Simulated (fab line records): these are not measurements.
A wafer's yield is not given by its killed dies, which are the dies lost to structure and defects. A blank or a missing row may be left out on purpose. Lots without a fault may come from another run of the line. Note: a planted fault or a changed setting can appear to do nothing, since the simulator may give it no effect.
Matching of chambers / flow sky130 / 3 sister chambers for SKY_VIA3_HDPCVD_00 on hdpcvd-01
The step deposits SiO2, target thk 1635 nm, time 272.5 s. 3 wafers are shown with their chamber, then 8 later ones without.

## WAFERS PAIRED WITH THEIR CHAMBERS
wafer=L694.4; chamber=0; run_length_s (s)=300.7
wafer=L702.6; chamber=2; run_length_s (s)=300.8
wafer=L704.4; chamber=1; run_length_s (s)=299.5

## WAFERS WITHOUT THEIR CHAMBER
wafer=L704.5; run_length_s (s)=300.1
wafer=L704.6; run_length_s (s)=300.9
wafer=L710.1; run_length_s (s)=299.3
wafer=L710.2; run_length_s (s)=300.3
wafer=L710.6; run_length_s (s)=299.7
wafer=L712.2; run_length_s (s)=301.4
wafer=L712.3; run_length_s (s)=300.0
wafer=L712.4; run_length_s (s)=299.5

## THE CHAMBER EACH PASSED THROUGH
wafer=L704.5; from the rows above=can't be placed: 0 or 1 or 2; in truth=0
wafer=L704.6; from the rows above=can't be placed: 2 or 0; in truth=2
wafer=L710.1; from the rows above=1; in truth=1
wafer=L710.2; from the rows above=can't be placed: 0 or 2 or 1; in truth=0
wafer=L710.6; from the rows above=1; in truth=1
wafer=L712.2; from the rows above=can't be placed: 2 or 0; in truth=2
wafer=L712.3; from the rows above=can't be placed: 1 or 0 or 2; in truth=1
wafer=L712.4; from the rows above=1; in truth=1
3 of 8 placed correctly. Cannot be placed on the basis of these rows: 5; the candidates contain the true chamber in 5. 0 placed wrongly.
How it was worked out, from the rows above alone: a wafer's distance from a chamber is the root of the sum, over the readings, of the square of ((its reading less the chamber's mean) divided by the reading's scatter). The wafer belongs to the nearest chamber; if the next one is less than 2 further off, it can't be placed. A chamber's mean is the mean of its shown wafers. The scatter (one wafer shown for each chamber): square how far every hidden wafer sits from the nearest shown wafer, average those squares and take the square root.
